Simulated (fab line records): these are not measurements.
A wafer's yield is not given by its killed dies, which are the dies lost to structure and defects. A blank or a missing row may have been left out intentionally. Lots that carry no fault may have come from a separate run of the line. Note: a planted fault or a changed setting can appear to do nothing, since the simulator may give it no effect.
fab line records	flow sky130
[record] lots = 7	wafers = 21	last_day = 50
route steps=708 shown LDD_LDN@292 SPACER@304 PAD_OPEN@708
lots that met no fault: from a run of the same line without faults
start_h: hours from the record's opening day to when the first of the lot's shown wafers began	wait_h: hours elapsed since this lot's preceding step	" the same as in the row above	L1.1+2: a row that stands for several wafers	- either no value or no given start	* or withheld: withheld	< > ~ a bound
route shown NAME@n: NAME is a module with steps in the file, n the number in the route of the first one	usual: mean/standard deviation taken from wafers without a fault	same: alike in all rows	chamber/n: place in a boat	sites: readings site by site	_std_site: standard deviation of those values	_edge_site: outer sites' mean less inner sites'	radius_mm: how far each site lies from the wafer's centre	mask NAME#n: copy n	behind: the most recent tool/chamber to have shaped the wafer	hold: why the lot went on hold/how many hours it stayed there/how the hold came to an end	device: which transistor (n, p or np) failed to switch	end of line: at the end of the route, the tests of the same wafers	a step with no rows: only its recipe	killed: the dies lost at the first sort to structure and to defects; this is not the yield of the wafer	map: shows each die of a wafer: x if killed, . if not, _ if none is there
set.NAME: setting as actually run; set.NAME@STEP: the setting as run at that earlier step	model.NAME: the simulator's own value behind a step, which no gauge read
lots at some steps of the route; a table a step, a row a wafer
services: when a tool's chamber went out of use (start_h, in hours from the record's first day, below 0 if earlier), for how many hours, and the reason
[[steps]]
[step SKY_LDD_LDN_SOFTBAKE_03]
[recipe] temp_c = 90	time_s = 60	resist = NOVOLAK
[step SKY_LDD_LDN_EXPOSE_04]
[recipe] mask_id = LDNTM	na = 0.6	source_shape = conventional	sigma_outer = 0.6	polarization = unpolarized	target_cd_nm = 700	dose_mj = 140
[step SKY_LDD_LDN_PEB_05]
[recipe] temp_c = withheld	time_s = *	resist = NOVOLAK
[step SKY_LDD_LDN_DEVELOP_06]
[recipe] resist = NOVOLAK	developer = TMAH	develop_time_s = 60	dev_temp_c = 23
[step SKY_LDD_LDN_OVL_MEAS_07]
[usual] LDD_LDN_OVL = -1.5/1.4
lot.wafer	tool	chamber	start_h	wait_h	LDD_LDN_OVL[nm]
L358.2	overlay-02	-	517.23	0.1	-0.6
L358.4	"	-	"	"	-2.2
L358.6	"	-	"	"	-2.6
L361.1	overlay-01	-	556.17	0.1	-0.7
L361.5	"	-	"	"	-1.7
L361.6	"	-	"	"	-0.5
L364.1	overlay-01	-	590.62	0.1	-4.9
L364.4	"	-	"	"	-1.9
L364.5	"	-	"	"	-2.4
L370.1	overlay-02	-	648.07	0.1	-4.2
L370.4	"	-	"	"	-2.8
L370.6	"	-	"	"	-3.5
L369.3	overlay-02	-	650.12	0.1	-0.7
L369.4	"	-	"	"	-0.3
L369.5	"	-	"	"	-2.4
L371.1	overlay-01	-	657.36	0.1	-2.4
L371.3	"	-	"	"	-0.3
L371.5	"	-	"	"	-3.1
L380.3	overlay-02	-	713.52	0.1	-3.3
L380.4	"	-	"	"	-1.3
L380.6	"	-	"	"	-2.6
[step SKY_LDD_LDN_IMPLANT_08]
[recipe] species = As	energy_kev = 15	dose_cm2 = 1.25e+13	tilt_deg = withheld	rotation_deg = 23
[step SKY_LDD_LDN_IMPLANT_09]
[recipe] species = As	energy_kev = 15	dose_cm2 = 1.25e+13	tilt_deg = withheld	rotation_deg = 113
[step SKY_LDD_LDN_IMPLANT_10]
[recipe] species = As	energy_kev = 15	dose_cm2 = 1.25e+13	tilt_deg = withheld	rotation_deg = 203
[step SKY_LDD_LDN_IMPLANT_11]
[recipe] species = As	energy_kev = 15	dose_cm2 = 1.25e+13	tilt_deg = withheld	rotation_deg = 293
[step SKY_LDD_LDN_STRIP_12]
[recipe] chemistry = O2/N2	power_w = 1400	pressure_mtorr = 1500	platen_temp_c = withheld	o2_flow_sccm = 3000	n2_flow_sccm = 300	overash_fraction = 0.5
[usual] drypump_motor_current_A = 6.02/0.28	oes_product_au = 0.715/0.0047	strip_time_to_endpoint_s = 14.15/0.046
lot.wafer	tool	chamber	start_h	wait_h	drypump_motor_current_A	oes_product_au	rf_hours_counter_h	strip_time_to_endpoint_s
L358.2	plasma_asher-02	1	517.86	0.1	5.54	0.723	9	14.18
L358.4	"	0	"	"	5.92	0.718	-	14.16
L358.6	"	0	"	"	5.94	0.714	-	14.15
L361.1	plasma_asher-02	1	556.81	0.1	5.58	0.720	14	14.22
L361.5	"	1	"	"	5.57	0.716	-	14.24
L361.6	"	0	"	"	5.93	0.707	-	14.22
L364.1	plasma_asher-03	0	591.26	0.1	6.44	0.723	44	14.18
L364.4	"	1	"	"	5.81	0.708	-	14.17
L364.5	"	1	"	"	5.79	0.713	-	14.18
L370.1	plasma_asher-04	1	648.70	0.1	6.29	0.715	98	14.12
L370.4	"	1	"	"	6.27	0.723	-	14.16
L370.6	"	0	"	"	5.99	0.709	-	14.13
L369.3	plasma_asher-03	1	650.78	0.1	5.78	0.719	-	14.18
L369.4	"	0	"	"	6.47	0.720	-	14.16
L369.5	"	1	"	"	5.76	0.728	-	14.12
L371.1	plasma_asher-03	1	658.00	0.1	5.78	0.718	50	14.19
L371.3	"	1	"	"	5.77	0.709	-	14.27
L371.5	"	0	"	"	6.46	0.717	-	14.20
L380.3	plasma_asher-02	1	714.18	0.1	5.53	0.718	-	14.20
L380.4	"	0	"	"	5.91	0.710	-	14.20
L380.6	"	0	"	"	5.94	0.709	-	14.20
[step SKY_LDD_LDN_TW_MEAS_13]
[usual] LDD_LDN_TW = 1464/8.3
lot.wafer	tool	chamber	start_h	wait_h	LDD_LDN_TW
L358.2	film_metro-04	-	517.97	0.1	1459
L358.4	"	-	"	"	1466
L358.6	"	-	"	"	1460
L361.1	film_metro-03	-	556.91	0.1	1476
L361.5	"	-	"	"	1472
L361.6	"	-	"	"	1474
L364.1	film_metro-03	-	591.36	0.1	1466
L364.4	"	-	"	"	1480
L364.5	"	-	"	"	1470
L370.1	film_metro-01	-	648.80	0.1	1471
L370.4	"	-	"	"	1452
L370.6	"	-	"	"	1458
L369.3	film_metro-03	-	650.87	0.1	1451
L369.4	"	-	"	"	1446
L369.5	"	-	"	"	1446
L371.1	film_metro-03	-	658.10	0.1	1452
L371.3	"	-	"	"	1457
L371.5	"	-	"	"	1453
L380.3	film_metro-04	-	714.27	0.1	1463
L380.4	"	-	"	"	1461
L380.6	"	-	"	"	1463
[step SKY_LDD_LDN_CLEAN_14]
[recipe] chemistry = SC1/SC2	mix = 1:4:20	temp_c = 70	time_s = 150	dry = n2_spin
[step SKY_SPACER_CVD_00]
[recipe] material = Si3N4	precursor = DCS/NH3	target_thk_nm = 43.1	temp_c = 770	time_s = 740	pressure_mtorr = 250
[usual] susceptor_temp_C = 770.0/0.34	zone_power_lower_pct = 13.9/1
lot.wafer	tool	chamber	start_h	wait_h	susceptor_temp_C	zone_power_lower_pct	model.Si3N4_of_SPACER_CVD_00.thk_nm
L358.2	lpcvd-02	1	518.49	0.4	770.1	14.6	43.52
L358.4	"	1	"	"	769.6	14.7	42.92
L358.6	"	1	"	"	770.0	14.8	42.93
L361.1	lpcvd-02	1	557.02	0.0	769.7	14.6	42.95
L361.5	"	1	"	"	770.0	14.9	43.2
L361.6	"	1	"	"	769.4	14.9	43.36
L364.1	lpcvd-02	0	592.29	0.8	769.8	12.9	42.71
L364.4	"	0	"	"	769.9	12.8	42.69
L364.5	"	0	"	"	769.9	12.9	42.65
L370.1	lpcvd-02	0	648.91	0.0	770.1	12.8	62.55
L370.4	"	0	"	"	770.2	12.7	62.78
L370.6	"	0	"	"	770.1	12.6	62.64
L369.3	lpcvd-02	1	651.17	0.2	770.1	14.6	61.97
L369.4	"	1	"	"	770.4	14.5	62.04
L369.5	"	1	"	"	769.7	14.6	61.97
L371.1	lpcvd-02	1	658.21	0.0	769.4	14.8	62.56
L371.3	"	1	"	"	769.8	14.8	62.23
L371.5	"	1	"	"	769.3	14.9	62.32
L380.3	lpcvd-02	1	715.29	0.9	770.1	15.0	42.99
L380.4	"	1	"	"	770.0	15.0	43.25
L380.6	"	1	"	"	769.7	14.7	43.34
[step SKY_SPACER_THK_MEAS_01]
[recipe] reads = Si3N4_of_SPACER_CVD_00
[usual] SPACER_CVD_00_THK = 43.2/0.37
lot.wafer	tool	chamber	start_h	wait_h	SPACER_CVD_00_THK[nm]
L358.2	film_metro-02	-	520.31	0.0	43.5
L358.4	"	-	"	"	42.9
L358.6	"	-	"	"	42.9
L361.1	film_metro-04	-	558.23	0.0	43.0
L361.5	"	-	"	"	43.2
L361.6	"	-	"	"	43.4
L364.1	film_metro-03	-	593.49	0.0	42.7
L364.4	"	-	"	"	42.6
L364.5	"	-	"	"	42.7
L370.1	film_metro-03	-	650.12	0.0	62.6
L370.4	"	-	"	"	62.8
L370.6	"	-	"	"	62.6
L369.3	film_metro-02	-	652.39	0.0	61.9
L369.4	"	-	"	"	62.0
L369.5	"	-	"	"	62.0
L371.1	film_metro-02	-	659.41	0.0	62.6
L371.3	"	-	"	"	62.2
L371.5	"	-	"	"	62.3
L380.3	film_metro-02	-	716.51	0.0	43.0
L380.4	"	-	"	"	43.3
L380.6	"	-	"	"	43.3
[step SKY_SPACER_ETCHBACK_02]
[recipe] chemistry = CH3F/O2	target = Si3N4	stop_on = SiO2	source_w = 400	bias_w = 80	pressure_mtorr = 25	ch3f_flow_sccm = 40	O2_flow_sccm = 30	time_s = 46.7	target_depth_a = 450
[usual] drypump_motor_current_A = 5.8/0.33	oes_product_au = 0.855/0.0058	throttle_valve_pct = 10.562/0.0088
lot.wafer	tool	chamber	start_h	wait_h	drypump_motor_current_A	oes_product_au	rf_hours_counter_h	throttle_valve_pct	model.etch.depth_nm
L358.2	rie_diel-02	2	520.36	0.0	5.8	0.861	81	10.557	43.52
L358.4	"	1	"	"	5.5	0.856	6	10.557	42.92
L358.6	"	2	"	"	5.8	0.855	-	10.570	42.93
L361.1	rie_diel-01	0	558.29	0.1	5.6	0.854	5	10.563	42.95
L361.5	"	2	"	"	6.0	0.858	-	10.560	43.2
L361.6	"	1	"	"	6.0	0.858	-	10.564	43.36
L364.1	rie_diel-03	3	593.55	0.1	6.1	0.853	3	10.573	42.71
L364.4	"	0	"	"	5.6	0.851	1	10.550	42.69
L364.5	"	2	"	"	5.9	0.847	-	10.544	42.65
L370.1	rie_diel-01	1	650.18	0.1	6.0	1.015	40	10.583	57.06
L370.4	"	1	"	"	6.0	1.007	-	10.593	57.24
L370.6	"	3	"	"	6.3	0.990	-	10.583	55.28
L369.3	rie_diel-02	3	652.43	0.0	5.0	1.025	42	10.587	57.55
L369.4	"	2	"	"	5.8	0.997	1	10.585	55.58
L369.5	"	2	"	"	5.8	0.992	-	10.575	55.71
L371.1	rie_diel-01	1	659.47	0.1	6.0	1.014	40	10.570	56.95
L371.3	"	0	"	"	5.6	0.996	7	10.580	56.01
L371.5	"	0	"	"	5.6	0.991	-	10.582	56.36
L380.3	rie_diel-02	2	716.55	0.0	5.8	0.854	3	10.559	42.99
L380.4	"	0	"	"	5.7	0.856	6	10.561	43.25
L380.6	"	3	"	"	5.0	0.865	-	10.563	43.34
[step SKY_PAD_OPEN_PROBE_99]
[usual] killed_at_M0_to_M3 = 44/7.3	killed_at_M4_up = 3.1/1.9	killed_at_contacts = 24/5.3	killed_at_front_end = 15/4	killed_at_other = 0.4/0.6	killed_dies = 86/9.2	killed_on_rim = 17/3.5	killed_open = 47/6.9	killed_short = 39/6.9
[same] gross_dies = 492	killed_at_back_side = 0
lot.wafer	tool	chamber	start_h	wait_h	killed_at_M0_to_M3	killed_at_M4_up	killed_at_contacts	killed_at_front_end	killed_at_other	killed_dies	killed_on_rim	killed_open	killed_short
L358.2	prober-01	-	1068.48	0.1	53	1	22	18	0	94	18	52	42
L358.4	prober-01	-	1068.58	0.2	39	4	26	19	0	88	15	50	38
L358.6	prober-01	-	1068.68	0.2	54	2	22	21	0	99	19	53	46
L361.1	prober-02	-	1094.53	0.1	44	1	27	17	0	89	17	47	42
L361.5	prober-02	-	1094.73	0.2	48	8	26	16	2	100	19	51	48
L361.6	prober-02	-	1094.78	0.2	45	9	19	10	0	83	14	37	46
L364.1	prober-01	-	1116.16	0.1	41	2	22	18	0	83	15	47	36
L364.4	prober-01	-	1116.31	0.2	46	8	27	12	1	94	20	42	51
L364.5	prober-01	-	1116.36	0.2	30	1	37	20	1	89	19	49	39
L370.1	prober-02	-	1154.71	0.1	43	2	29	417	1	492	96	43	51
L370.4	prober-02	-	1154.86	0.2	47	2	18	425	0	492	96	48	35
L370.6	prober-02	-	1154.96	0.2	43	5	32	412	0	492	96	57	42
L369.3	prober-01	-	1154.82	0.2	47	5	23	414	0	489	93	48	43
L369.4	prober-01	-	1154.87	0.2	46	2	26	418	0	492	96	50	38
L369.5	prober-01	-	1154.92	0.2	61	4	34	393	0	492	96	55	54
L371.1	prober-02	-	1160.99	0.1	39	5	22	426	0	492	96	56	31
L371.3	prober-02	-	1161.09	0.2	46	1	25	420	0	492	96	48	34
L371.5	prober-02	-	1161.19	0.2	42	2	29	418	1	492	96	45	41
L380.3	prober-01	-	1195.16	0.2	37	7	35	12	0	91	13	51	39
L380.4	prober-01	-	1195.21	0.2	35	4	24	20	0	83	17	51	31
L380.6	prober-01	-	1195.31	0.2	45	2	33	18	0	98	17	48	50
// killed by level:class
L358.2 VIA1:geometric_particle:open=13 METAL2:geometric_particle:short=9 VIA2:geometric_particle:open=7 FIELD_ISO:geometric_particle:open=6 CONTACT:geometric_particle:open=6 LI_CONTACT:geometric_particle:open=5 VIA3:geometric_particle:open=5 VIA3:geometric_particle:short=4
L358.4 VIA1:geometric_particle:open=11 CONTACT:geometric_particle:open=10 LOCAL_INTERCONNECT:geometric_particle:short=8 VIA3:geometric_particle:open=5 FIELD_ISO:geometric_particle:open=5 LI_CONTACT:geometric_particle:open=5 METAL2:geometric_particle:short=5 VIA3:geometric_particle:short=5
L358.6 VIA1:geometric_particle:open=13 METAL2:geometric_particle:short=9 LI_CONTACT:geometric_particle:open=7 VIA2:geometric_particle:open=7 VIA3:geometric_particle:open=7 FIELD_ISO:geometric_particle:short=6 CONTACT:geometric_particle:open=6 LOCAL_INTERCONNECT:geometric_particle:short=6
L361.1 VIA1:geometric_particle:open=12 VIA3:geometric_particle:open=9 CONTACT:geometric_particle:open=9 METAL1:geometric_particle:short=8 LI_CONTACT:geometric_particle:short=6 FIELD_ISO:geometric_particle:open=5 CONTACT:geometric_particle:short=5 FIELD_ISO:geometric_particle:short=4
L361.5 LI_CONTACT:geometric_particle:open=13 VIA1:geometric_particle:short=12 VIA3:geometric_particle:open=9 VIA1:geometric_particle:open=8 METAL4:geometric_particle:short=7 VIA2:geometric_particle:open=6 FIELD_ISO:geometric_particle:open=5 FIELD_ISO:geometric_particle:short=5
L361.6 METAL2:geometric_particle:short=9 VIA3:geometric_particle:open=9 LI_CONTACT:geometric_particle:open=7 METAL1:geometric_particle:short=7 METAL4:geometric_particle:short=7 CONTACT:geometric_particle:open=6 VIA1:geometric_particle:open=6 VIA1:geometric_particle:short=5
L364.1 VIA1:geometric_particle:open=13 LI_CONTACT:geometric_particle:open=8 POLY_GATE:geometric_particle:open=7 VIA2:geometric_particle:short=6 CONTACT:geometric_particle:short=5 METAL1:geometric_particle:short=5 VIA2:geometric_particle:open=5 LOCAL_INTERCONNECT:geometric_particle:short=4
L364.4 VIA2:geometric_particle:open=8 METAL1:geometric_particle:short=7 LI_CONTACT:geometric_particle:open=7 CONTACT:geometric_particle:open=7 VIA2:geometric_particle:short=7 VIA1:geometric_particle:open=6 METAL2:geometric_particle:short=5 LI_CONTACT:geometric_particle:short=5
L364.5 LI_CONTACT:geometric_particle:open=10 CONTACT:geometric_particle:open=8 CONTACT:geometric_particle:short=8 FIELD_ISO:geometric_particle:open=6 POLY_GATE:geometric_particle:open=5 LI_CONTACT:geometric_particle:short=5 FIELD_ISO:geometric_particle:short=4 LOCAL_INTERCONNECT:geometric_particle:short=4
L370.1 SPACER:area_etchback=398 CONTACT:geometric_particle:open=10 VIA2:geometric_particle:open=8 VIA3:geometric_particle:open=7 FIELD_ISO:geometric_particle:short=6 CONTACT:geometric_particle:short=6 VIA1:geometric_particle:open=6 VIA3:geometric_particle:short=6
L369.3 SPACER:area_etchback=398 VIA1:geometric_particle:open=11 CONTACT:geometric_particle:open=8 VIA2:geometric_particle:open=8 METAL2:geometric_particle:short=8 METAL1:geometric_particle:short=6 LI_CONTACT:geometric_particle:open=5 VIA1:geometric_particle:short=5
L370.4 SPACER:area_etchback=408 VIA2:geometric_particle:open=13 VIA1:geometric_particle:open=8 FIELD_ISO:geometric_particle:open=6 LI_CONTACT:geometric_particle:open=6 VIA2:geometric_particle:short=6 CONTACT:geometric_particle:open=5 METAL1:geometric_particle:short=5
L369.4 SPACER:area_etchback=404 CONTACT:geometric_particle:open=9 LI_CONTACT:geometric_particle:open=8 VIA1:geometric_particle:open=8 METAL1:geometric_particle:short=6 FIELD_ISO:geometric_particle:open=5 LOCAL_INTERCONNECT:geometric_particle:short=5 METAL2:geometric_particle:short=5
L369.5 SPACER:area_etchback=383 VIA1:geometric_particle:open=14 LOCAL_INTERCONNECT:geometric_particle:short=10 METAL2:geometric_particle:short=10 VIA3:geometric_particle:open=10 CONTACT:geometric_particle:open=9 LI_CONTACT:geometric_particle:open=7 VIA2:geometric_particle:open=7
L370.6 SPACER:area_etchback=393 LI_CONTACT:geometric_particle:open=12 CONTACT:geometric_particle:open=10 VIA1:geometric_particle:open=7 VIA1:geometric_particle:short=6 VIA2:geometric_particle:open=6 VIA3:geometric_particle:open=6 FIELD_ISO:geometric_particle:open=4
L371.1 SPACER:area_etchback=404 CONTACT:geometric_particle:open=14 VIA1:geometric_particle:open=9 POLY_GATE:geometric_particle:open=8 VIA2:geometric_particle:open=7 METAL2:geometric_particle:short=7 FIELD_ISO:geometric_particle:open=6 VIA3:geometric_particle:open=5
L371.3 SPACER:area_etchback=409 VIA1:geometric_particle:open=14 CONTACT:geometric_particle:open=10 METAL1:geometric_particle:short=8 VIA2:geometric_particle:open=7 FIELD_ISO:geometric_particle:open=6 LI_CONTACT:geometric_particle:open=6 CONTACT:geometric_particle:short=5
L371.5 SPACER:area_etchback=406 CONTACT:geometric_particle:open=10 VIA1:geometric_particle:open=9 VIA3:geometric_particle:open=8 LOCAL_INTERCONNECT:geometric_particle:short=6 FIELD_ISO:geometric_particle:open=5 VIA1:geometric_particle:short=5 CONTACT:geometric_particle:short=5
L380.3 CONTACT:geometric_particle:open=12 LI_CONTACT:geometric_particle:open=12 VIA1:geometric_particle:open=11 LOCAL_INTERCONNECT:geometric_particle:short=7 VIA1:geometric_particle:short=5 VIA3:geometric_particle:short=5 METAL4:geometric_particle:short=4 METAL2:geometric_particle:short=3
L380.4 CONTACT:geometric_particle:open=12 VIA1:geometric_particle:open=11 VIA3:geometric_particle:open=8 FIELD_ISO:geometric_particle:open=4 POLY_GATE:geometric_particle:short=4 FIELD_ISO:geometric_particle:short=3 POLY_GATE:geometric_particle:open=3 SPACER:geometric_particle:open=3
L380.6 CONTACT:geometric_particle:open=10 LI_CONTACT:geometric_particle:open=8 METAL2:geometric_particle:short=8 FIELD_ISO:geometric_particle:open=7 CONTACT:geometric_particle:short=7 VIA3:geometric_particle:open=7 METAL1:geometric_particle:short=6 VIA1:geometric_particle:open=6
// map L369.4 (x killed, . not)
__________xxxxxxxxxx_________
________xxxxxxxxxxxxxx_______
______xxxxxxxxxxxxxxxxxx_____
_____xxxxxxxxxxxxxxxxxxxx____
____xxxxxxxxxxxxxxxxxxxxxx___
___xxxxxxxxxxxxxxxxxxxxxxxx__
__xxxxxxxxxxxxxxxxxxxxxxxxxx_
_xxxxxxxxxxxxxxxxxxxxxxxxxxxx
_xxxxxxxxxxxxxxxxxxxxxxxxxxxx
_xxxxxxxxxxxxxxxxxxxxxxxxxxxx
_xxxxxxxxxxxxxxxxxxxxxxxxxxxx
_xxxxxxxxxxxxxxxxxxxxxxxxxxxx
_xxxxxxxxxxxxxxxxxxxxxxxxxxxx
_xxxxxxxxxxxxxxxxxxxxxxxxxxxx
_xxxxxxxxxxxxxxxxxxxxxxxxxxxx
__xxxxxxxxxxxxxxxxxxxxxxxxxx_
___xxxxxxxxxxxxxxxxxxxxxxxx__
____xxxxxxxxxxxxxxxxxxxxxx___
_____xxxxxxxxxxxxxxxxxxxx____
______xxxxxxxxxxxxxxxxxx_____
________xxxxxxxxxxxxxx_______
__________xxxxxxxxxx_________
// map L370.1 (x killed, . not)
__________xxxxxxxxxx_________
________xxxxxxxxxxxxxx_______
______xxxxxxxxxxxxxxxxxx_____
_____xxxxxxxxxxxxxxxxxxxx____
____xxxxxxxxxxxxxxxxxxxxxx___
___xxxxxxxxxxxxxxxxxxxxxxxx__
__xxxxxxxxxxxxxxxxxxxxxxxxxx_
_xxxxxxxxxxxxxxxxxxxxxxxxxxxx
_xxxxxxxxxxxxxxxxxxxxxxxxxxxx
_xxxxxxxxxxxxxxxxxxxxxxxxxxxx
_xxxxxxxxxxxxxxxxxxxxxxxxxxxx
_xxxxxxxxxxxxxxxxxxxxxxxxxxxx
_xxxxxxxxxxxxxxxxxxxxxxxxxxxx
_xxxxxxxxxxxxxxxxxxxxxxxxxxxx
_xxxxxxxxxxxxxxxxxxxxxxxxxxxx
__xxxxxxxxxxxxxxxxxxxxxxxxxx_
___xxxxxxxxxxxxxxxxxxxxxxxx__
____xxxxxxxxxxxxxxxxxxxxxx___
_____xxxxxxxxxxxxxxxxxxxx____
______xxxxxxxxxxxxxxxxxx_____
________xxxxxxxxxxxxxx_______
__________xxxxxxxxxx_________
[[services]]
tool	chamber	start_h	hours	kind
plasma_asher-02	-	499.69	2.0	repair
rie_diel-01	3	507.88	12.4	repair
rie_diel-02	0	531.18	7.0	repair
plasma_asher-03	-	535.49	34.0	repair
rie_diel-02	1	542.41	3.3	repair
rie_diel-02	3	554.44	8.7	repair
plasma_asher-02	-	560.78	0.3	repair
rie_diel-02	2	563.15	-	clean
rie_diel-02	2	563.15	15.5	scheduled_down
rie_diel-02	2	563.15	15.5	vent_cycle
rie_diel-02	3	582.88	3.7	repair
plasma_asher-02	-	586.21	9.7	repair
plasma_asher-03	-	606.07	7.9	repair
plasma_asher-02	-	610.76	11.4	repair
rie_diel-01	0	637.50	14.2	repair
rie_diel-03	3	669.68	14.2	repair
rie_diel-02	0	675.93	15.2	repair
plasma_asher-02	-	682.81	1.2	repair
plasma_asher-03	-	695.68	0.5	repair
plasma_asher-03	-	707.93	1.4	repair
rie_diel-03	1	714.84	3.3	repair
[[key]]
[first_sign] step = SKY_SPACER_THK_MEAS_01	reading = SPACER_CVD_00_THK	direction = up	sigmas = 51	usual = 43.2	struck = 62.3
[effect] step = SKY_SPACER_ETCHBACK_02	reading = oes_product_au	direction = up	sigmas = 26	usual = 0.855	struck = 1.003
[effect] step = SKY_PAD_OPEN_PROBE_99	reading = killed_at_front_end	direction = up	sigmas = 99+	usual = 15	struck = 416
[model_effect] step = SKY_SPACER_CVD_00	value = Si3N4_of_SPACER_CVD_00.thk_nm	without = 43.43	struck = 62.34
[model_effect] step = SKY_SPACER_ETCHBACK_02	value = etch.depth_nm	without = 43.43	struck = 56.42
[more_kills_born_at] SKY_SPACER_ETCHBACK_02@rie_diel-01 = 2418	SKY_SPACER_ETCHBACK_02@rie_diel-02 = 1185
met_at SKY_SPACER_CVD_00
struck_wafers L369.3,L369.4,L369.5,L370.1,L370.4,L370.6,L371.1,L371.3,L371.5
later_rows_left_out L369.3,L369.4,L369.5,L370.1,L370.4,L370.6,L371.1,L371.3,L371.5
tester_left_out L369,L370,L371
onset_between 592.29 648.91
[fault] kind = process_parameter_drift	tool = lpcvd-02	chamber = -	onset_h = 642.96	steps = SKY_SPACER_CVD_00	channel = target_thk_nm	offset = 18.912	shape = step	end_h = 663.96	acts_in = these_recipes_only	stated = 43.1
// tester_left_out: of these lots the tester's yield and bins aren't shown, on N5 and GAA mostly nor the transistor test; their killed dies are dies lost to structure and defects alone, not to doping, threshold or leakage, so they don't give the yield
// later_rows_left_out: the simulator's readings of these wafers behind a module that went badly wrong aren't trusted and aren't shown, but for the sort
